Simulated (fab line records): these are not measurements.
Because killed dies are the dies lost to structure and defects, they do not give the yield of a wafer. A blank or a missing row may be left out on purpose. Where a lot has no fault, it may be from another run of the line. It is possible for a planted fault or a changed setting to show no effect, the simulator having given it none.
A lot that was struck, set against a sound lot | flow sky130 | 15 steps out of a route of 708
Sound: wafers L496.4, L496.5, L496.6. Struck: wafer L502.4 (L502.3, L502.6, from the same lot, were not struck and are left out); the cause is given at the end.
Per side, at each step with rows, come the tool, then ch with its chambers, and then its first start. Under that, the readings that differ: sound wafers | struck wafers | difference of the means | sigmas: that difference in standard deviations of wafers without a fault.
alike: a reading whose means differ by less than 2 such deviations, as well as words and numbers matching on both sides. not compared: withheld readings; readings where some wafer has no value; bounds like >300 that might hide an equal value; numbers whose values overlap and for which the record gives no deviation.
The two part at a step that has a row with sigmas, a row that says differs or no value, or rows on one side only. Numbers that have no deviation but don't overlap get no sigmas and don't part them. A reading missing from all wafers of one side parts the sides only when that side holds two or more wafers.

first, 4 steps without rows for these wafers: SKY_VIA4_STRIP_13 (strips in O2/N2); SKY_VIA4_STRIP_14 (strips in post etch residue remover, time 1200 s); SKY_VIA4_CLEAN_15 (cleans in IPA, time 180 s); SKY_VIA4_CLEAN_16 (cleans in O3/DIW).
SKY_VIA4_SPUTTER_17: material TiN, target thk 20 nm, time 80 s.
  sound on pvd_sputter-03, day 45 00:08; struck on pvd_sputter-04, day 46 07:07
  alike: chamber_pressure_pa, throttle_valve_pct
then, 1 step without rows for these wafers: SKY_VIA4_CVD_18 (deposits W, target thk 505 nm, time 152.14 s).
SKY_VIA4_RS_MEAS_19: a four-point-probe measurement.
  sound on film_metro-01, day 45 00:22; struck on film_metro-01, day 46 07:22
  alike: VIA4_W_RS
SKY_VIA4_THK_MEAS_20: measures by xrf.
  sound on film_metro-01, day 45 00:28; struck on film_metro-01, day 46 07:28
  alike: VIA4_W_THK
then, 1 step without rows for these wafers: SKY_VIA4_CMP_21 (polishes, stops on SiO2, t overpolish 25 s, target thk 0 nm).
SKY_METAL5_SPUTTER_00: material Ti, target thk 15 nm, time 10 s.
  sound on pvd_sputter-01, day 45 00:48; struck on pvd_sputter-01, day 46 07:48
  reading                  | sound                | struck | difference | sigmas
  chamber_pressure_pa (Pa) | 0.3998 0.4000 0.3990 | 0.4014 | +0.0018    | +2
  alike: throttle_valve_pct
SKY_METAL5_SPUTTER_01: material TiN, target thk 20 nm, time 16.7 s.
  sound on pvd_sputter-01, day 45 00:49; struck on pvd_sputter-01, day 46 07:49
  reading                  | sound                | struck | difference | sigmas
  chamber_pressure_pa (Pa) | 0.4005 0.4006 0.4012 | 0.3988 | -0.0020    | -2
  alike: throttle_valve_pct
SKY_METAL5_SPUTTER_02: material AlCu, target thk 1150 nm, time 61.2 s.
  sound on pvd_sputter-01, day 45 00:52; struck on pvd_sputter-01, day 46 07:51
  alike: chamber_pressure_pa, throttle_valve_pct
SKY_METAL5_SPUTTER_03: material Ti, target thk 5 nm, time 3.3 s.
  sound on pvd_sputter-01, day 45 00:54; struck on pvd_sputter-01, day 46 07:54
  reading                  | sound                | struck | difference | sigmas
  chamber_pressure_pa (Pa) | 0.3989 0.4000 0.3989 | 0.3631 | -0.0362    | -46
  throttle_valve_pct (%)   | 29.1 29.6 31.0       | 32.4   | +2.5       | +3
SKY_METAL5_SPUTTER_04: material TiN, target thk 70 nm, time 58.3 s.
  sound on pvd_sputter-01, day 45 00:56; struck on pvd_sputter-01, day 46 07:55
  alike: chamber_pressure_pa, throttle_valve_pct
-- the record jumps here: 3 days lie between the struck wafers' starts before and after (it left off in module METAL5 and takes up again in module PAD_OPEN, whose first step shown is number 708 of the route) --
SKY_PAD_OPEN_PROBE_99:
  sound on prober-01, day 47 17:51; struck on prober-01, day 48 22:36
  alike: defect_limited_yield, killed_at_M0_to_M3, killed_at_M4_up, killed_at_contacts, killed_at_front_end, killed_at_other, killed_dies, killed_open, killed_short, sort_bin_3_pad_short, sort_bin_5_function, sort_bin_6_memory, sort_n_pass, sort_yield_pct

== WHERE THEY PART ==
Last at SKY_METAL5_SPUTTER_03 as far as this record goes, first at SKY_METAL5_SPUTTER_00. Later steps at which nothing parts them and some readings are alike: SKY_METAL5_SPUTTER_04, SKY_PAD_OPEN_PROBE_99.

WHY: the cause the simulator had injected
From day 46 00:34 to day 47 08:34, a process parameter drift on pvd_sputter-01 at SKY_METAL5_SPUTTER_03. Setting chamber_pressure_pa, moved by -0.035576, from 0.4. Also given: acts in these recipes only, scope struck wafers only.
